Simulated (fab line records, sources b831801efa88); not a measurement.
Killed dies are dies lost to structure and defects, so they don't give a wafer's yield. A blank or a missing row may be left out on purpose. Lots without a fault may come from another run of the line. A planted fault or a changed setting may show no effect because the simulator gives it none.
Chamber matching | flow gf180mcu | GF_V1_CMP_26 on cmp-02: 4 sister chambers
The step polishes, stops on SiO2, t overpolish 15 s, target thk 0 nm. 8 wafers are shown with their chamber, then 7 later ones without.

WAFERS WITH THEIR CHAMBER
wafer  | chamber | motor_current_A (A) | time_to_endpoint_s (s)
L539.3 | 1       | 10.3                | 88
L539.4 | 3       | 9.2                 | 77
L539.6 | 2       | 9.5                 | 83
L549.3 | 3       | 9.1                 | 76
L549.4 | 2       | 10.0                | 83
L549.6 | 0       | 10.4                | 79
L550.1 | 0       | 11.0                | 91
L550.3 | 1       | 10.6                | 93

WAFERS WITHOUT THEIR CHAMBER
wafer  | motor_current_A (A) | time_to_endpoint_s (s)
L550.4 | 9.6                 | 91
L551.2 | 10.8                | 84
L551.5 | 9.9                 | 79
L551.6 | 10.1                | 86
L552.2 | 10.4                | 85
L552.4 | 11.0                | 87
L552.5 | 10.6                | 85

WHICH CHAMBER EACH WENT THROUGH
wafer  | from the rows above          | in truth
L550.4 | can't be placed: 2 or 1 or 3 | 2
L551.2 | can't be placed: 0 or 1      | 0
L551.5 | can't be placed: 2 or 3 or 0 | 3
L551.6 | can't be placed: 2 or 1 or 0 | 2
L552.2 | can't be placed: 0 or 1 or 2 | 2
L552.4 | can't be placed: 0 or 1      | 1
L552.5 | can't be placed: 0 or 1      | 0
Placed correctly: 0 of 7. Can't be placed from these rows: 7 (the true chamber is among the candidates in 7). Placed wrongly: 0.
How it was worked out, from the rows above alone: a wafer's distance from a chamber is the root of the sum, over the readings, of the square of ((its reading less the chamber's mean) divided by the reading's scatter). The wafer belongs to the nearest chamber; if the next one is less than 2 further off, it can't be placed. A chamber's mean is the mean of its shown wafers. The scatter: the root of (the sum of the squares of (reading less its chamber's mean) over the shown wafers, divided by (wafers less chambers)).
